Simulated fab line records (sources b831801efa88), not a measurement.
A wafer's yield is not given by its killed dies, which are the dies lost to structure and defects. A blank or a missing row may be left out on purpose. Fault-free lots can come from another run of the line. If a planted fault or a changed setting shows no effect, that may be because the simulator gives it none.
Which tool was responsible? + flow gf180mcu + 14 lots with 42 wafers sampled at 4 steps, on a route of 602 steps

== WHAT THE GAUGES SHOWED, per wafer ==
GF_MVSD_OVL_MEAS_07. Usual: MVSD_OVL -0.5 nm, standard deviation 1.2.
| lot  | measured    | on         | MVSD_OVL (nm)  | flag |
|------|-------------|------------|----------------|------|
| L592 | day 4 09:26 | overlay-02 | -1.1 -2.6 -0.4 |      |
| L593 | day 4 16:35 | overlay-02 | -0.7 -2.3 -1.8 |      |
| L595 | day 5 08:22 | overlay-02 | -0.3 0.5 0.6   |      |
| L596 | day 5 12:11 | overlay-01 | -0.7 -1.9 -0.4 |      |
| L599 | day 6 04:27 | overlay-02 | -3.0 -1.8 -2.2 |      |
| L600 | day 6 08:05 | overlay-02 | 0.7 0.8 0.7    |      |
| L601 | day 6 14:30 | overlay-02 | -1.6 -1.2 -0.8 |      |
| L603 | day 7 02:25 | overlay-02 | -0.6 -1.5 -1.6 |      |
| L604 | day 7 10:25 | overlay-02 | -0.3 -1.2 0.2  |      |
| L607 | day 8 01:01 | overlay-01 | 0.7 1.3 1.0    |      |
| L608 | day 8 09:12 | overlay-02 | 0.2 0.3 1.5    |      |
| L609 | day 8 12:28 | overlay-02 | -0.1 -0.5 -1.4 |      |
| L611 | day 9 00:09 | overlay-02 | -0.3 0.1 -2.1  |      |
| L613 | day 9 14:28 | overlay-02 | -0.8 -1.2 -0.2 |      |

GF_MVSD_TW_MEAS_11. Usual: MVSD_TW 1605, standard deviation 9.8.
| lot  | measured    | on            | MVSD_TW        | flag |
|------|-------------|---------------|----------------|------|
| L592 | day 4 09:52 | film metro-03 | 1620 1617 1617 |      |
| L593 | day 4 17:01 | film metro-03 | 1619 1626 1625 |      |
| L595 | day 5 08:49 | film metro-03 | 1616 1607 1619 |      |
| L596 | day 5 12:37 | film metro-03 | 1621 1613 1623 |      |
| L599 | day 6 04:53 | film metro-02 | 1612 1600 1615 |      |
| L600 | day 6 08:31 | film metro-04 | 1615 1596 1601 |      |
| L601 | day 6 15:14 | film metro-04 | 1602 1592 1601 |      |
| L603 | day 7 02:52 | film metro-03 | 1599 1608 1602 |      |
| L604 | day 7 10:51 | film metro-04 | 1592 1592 1600 |      |
| L607 | day 8 01:28 | film metro-02 | 1616 1615 1626 |      |
| L608 | day 8 09:38 | film metro-04 | 1600 1585 1594 |      |
| L609 | day 8 12:55 | film metro-02 | 1611 1609 1613 |      |
| L611 | day 9 00:35 | film metro-02 | 1597 1614 1609 |      |
| L613 | day 9 14:54 | film metro-04 | 1605 1601 1610 |      |

GF_VT_IMPLANT_TW_MEAS_21. Usual: VT_IMPLANT_2_TW 1231, standard deviation 7.6.
| lot  | measured     | on            | VT_IMPLANT_2_TW | flag |
|------|--------------|---------------|-----------------|------|
| L592 | day 6 05:46  | film metro-02 | 1237 1242 1243  |      |
| L593 | day 6 11:58  | film metro-02 | 1237 1237 1237  |      |
| L595 | day 7 05:20  | film metro-02 | 1239 1244 1235  |      |
| L596 | day 7 10:25  | film metro-04 | 1220 1222 1225  |      |
| L599 | day 8 03:52  | film metro-04 | 1228 1229 1226  |      |
| L600 | day 8 08:22  | film metro-04 | 1223 1222 1234  |      |
| L601 | day 8 16:11  | film metro-04 | 1229 1227 1225  |      |
| L603 | day 9 04:13  | film metro-02 | 1236 1233 1233  |      |
| L604 | day 9 13:26  | film metro-02 | 1242 1236 1242  |      |
| L607 | day 10 05:59 | film metro-02 | 1239 1241 1247  |      |
| L608 | day 10 13:43 | film metro-04 | 1284 1276 1278  | OFF  |
| L609 | day 10 19:04 | film metro-01 | 1276 1280 1276  | OFF  |
| L611 | day 11 07:24 | film metro-01 | 1223 1220 1216  |      |
| L613 | day 11 22:12 | film metro-04 | 1222 1223 1225  |      |

== WHICH TOOL RAN EACH LOT (tool, then ch and the chambers of the sampled wafers, then the start) ==
| lot  | GF_VT_IMPLANT_IMPLANT_19        |
|------|---------------------------------|
| L592 | implanter-01 ch 0, day 6 05:32  |
| L593 | implanter-01 ch 0, day 6 11:44  |
| L595 | implanter-01 ch 0, day 7 05:07  |
| L596 | implanter-04 ch 0, day 7 10:11  |
| L599 | implanter-01 ch 0, day 8 03:37  |
| L600 | implanter-04 ch 0, day 8 08:08  |
| L601 | implanter-04 ch 0, day 8 15:55  |
| L603 | implanter-04 ch 0, day 9 03:58  |
| L604 | implanter-01 ch 0, day 9 13:13  |
| L607 | implanter-03 ch 0, day 10 05:44 |
| L608 | implanter-01 ch 0, day 10 13:29 |
| L609 | implanter-01 ch 0, day 10 18:49 |
| L611 | implanter-04 ch 0, day 11 07:09 |
| L613 | implanter-03 ch 0, day 11 21:59 |
- GF_VT_IMPLANT_IMPLANT_19

== AS READ BY THE TOOLS THEMSELVES (means over the sampled wafers that have a number; for cases with no such wafer, the mark the record gives instead) ==
GF_VT_IMPLANT_IMPLANT_19. Usual: beam energy keV reads 100.00 (standard deviation 0.028).
| lot  | tool         | beam energy keV | flag |
|------|--------------|-----------------|------|
| L592 | implanter-01 | 99.98           |      |
| L593 | implanter-01 | 99.99           |      |
| L595 | implanter-01 | 99.97           |      |
| L596 | implanter-04 | 99.97           |      |
| L599 | implanter-01 | 100.00          |      |
| L600 | implanter-04 | 100.00          |      |
| L601 | implanter-04 | 100.03          |      |
| L603 | implanter-04 | 99.98           |      |
| L604 | implanter-01 | 100.04          |      |
| L607 | implanter-03 | 100.00          |      |
| L608 | implanter-01 | 113.69          | OFF  |
| L609 | implanter-01 | 113.70          | OFF  |
| L611 | implanter-04 | 100.02          |      |
| L613 | implanter-03 | 99.97           |      |

== THE ANSWER, worked out from the rows above alone ==
Rule: lot off if the mean of its wafers having a number is beyond 3 standard deviations from the usual mean. Also off: a lot with no number at a reading for which 4 or more lots have one. All remaining lots with rows at the step are treated as sound. First the gauges in route order, then the tools' own readings, where a lot's mean is used as printed above. The first step at which some lot is off is used, and at that step the reading that is off furthest; a lot without a number counts as furthest.
Off: at GF_VT_IMPLANT_TW_MEAS_21 (VT_IMPLANT_2_TW), L608, L609.
A tool fits if, at a process step before that reading, it ran every lot that is off, and no sound lot after the first of them. The gauges at GF_VT_IMPLANT_TW_MEAS_21 aren't tried: what is off there is off at GF_VT_IMPLANT_IMPLANT_19 too, on other tools, and a gauge's error can't cause that. One candidate fits, namely implanter-01 at GF_VT_IMPLANT_IMPLANT_19. A fault onset in the window from L604 (day 9 13:13, its last sound lot) to L608 (day 10 13:29, its first lot off) fits.
The tool's own readings at GF_VT_IMPLANT_IMPLANT_19 bear it out: on the lots that are off they differ by more than 5 times the standard deviation of the sound lots' means. beam energy keV reads 113.69 there against 100.00 on the sound lots.

== WHAT THE SIMULATOR HAD INSERTED ==
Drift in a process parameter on implanter-01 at GF_VT_IMPLANT_IMPLANT_19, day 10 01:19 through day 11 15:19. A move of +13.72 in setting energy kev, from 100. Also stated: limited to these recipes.
Shown lots that were struck: L608, L609. Same finding as the rule above.
